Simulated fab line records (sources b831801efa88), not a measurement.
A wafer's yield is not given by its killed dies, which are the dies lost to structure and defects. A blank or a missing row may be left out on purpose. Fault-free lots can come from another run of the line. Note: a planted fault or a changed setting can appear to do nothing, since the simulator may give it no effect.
Problem report in the 8D (eight disciplines) form, filled by code + flow sky130 + the parts of the form that need people (team, actions taken, sign-off) are left out

1. WHAT WENT WRONG
At SKY_LDD_N_IMPLANT_09, dose-ions-cm2 averages 7.6e+13 over 6 wafers from 2 lots, while fault-free wafers read 7.5e+13, standard deviation 7.5e+10. Relative to the usual mean, that is a shift of +20 standard deviations.
First observed at day 24 16:26: wafer L883.2, on implanter-01. The record holds 39 wafers of 13 lots with a number at this step. The rule behind "out" and "out of limits": a value lying over 4 standard deviations away from the usual mean. All remaining wafers that have a number are taken as sound.

2. WHAT IT IS, AND WHAT IT ISN'T
| question                    | is                     | is not                                                              |
|-----------------------------|------------------------|---------------------------------------------------------------------|
| which readings at this step | dose-ions-cm2          | end-station-pressure-torr                                           |
| which lots                  | L883, L884             | L866, L868, L869, L870, L871, L872, L873, L876, L877, L878, L887    |
| which wafers of those lots  | all that have a number | -                                                                   |
| read on which tools         | implanter-01           | implanter-03                                                        |
| when                        | from day 24 16:26      | up to then (30 sound wafers); but 3 sound wafers of L887 came after |

3. THE SUSPECTS, EACH WITH WHAT RULES IT OUT
Counting: a tool at any process step up to the reading remains a suspect when it ran all the lots that are out and ran no sound lot after the first of those.
- implanter-01 at SKY_LDD_N_IMPLANT_09: kept. It ran every lot that is out, first L883 (day 24 16:26), and no sound lot after that; its last sound lot up to then is L878 (day 23 00:14). Its own readings are out on those wafers: dose-ions-cm2.
Remaining after the count: implanter-01 at SKY_LDD_N_IMPLANT_09.

4. THE CAUSE (what the simulator had put in)
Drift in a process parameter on implanter-01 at SKY_LDD_N_IMPLANT_09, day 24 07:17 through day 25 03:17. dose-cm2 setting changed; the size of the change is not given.
This tool alone remained once counting was done.

5. THE EFFECT CHAIN, in route order
One row per reading whose mean, taken over the struck wafers that have a number, lies over 3 standard deviations from the usual. Readings are gone through only where the record gives a usual standard deviation; hours: the median, over the lots, of the time from a lot's start at the first step in this table giving one to that lot's start at this step; sigmas: the change measured in usual standard deviations.
| hours | step                 | reading       | usual   | on struck wafers | change   | sigmas |
|-------|----------------------|---------------|---------|------------------|----------|--------|
| 0     | SKY_LDD_N_IMPLANT_09 | dose-ions-cm2 | 7.5e+13 | 7.6e+13          | +1.5e+12 | +20    |
It contains these process steps:
- SKY_LDD_N_IMPLANT_09
At these later measuring or inspecting steps, every struck wafer for which the step has a row has a number for every such reading, and none has moved that far: SKY_LDD_HVN_OVL_MEAS_07.

6. HOW IT WOULD HAVE BEEN CAUGHT EARLIER
9 hours passed between the start of the fault at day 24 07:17 and the first reading out of limits in this record, taken at day 24 16:26.
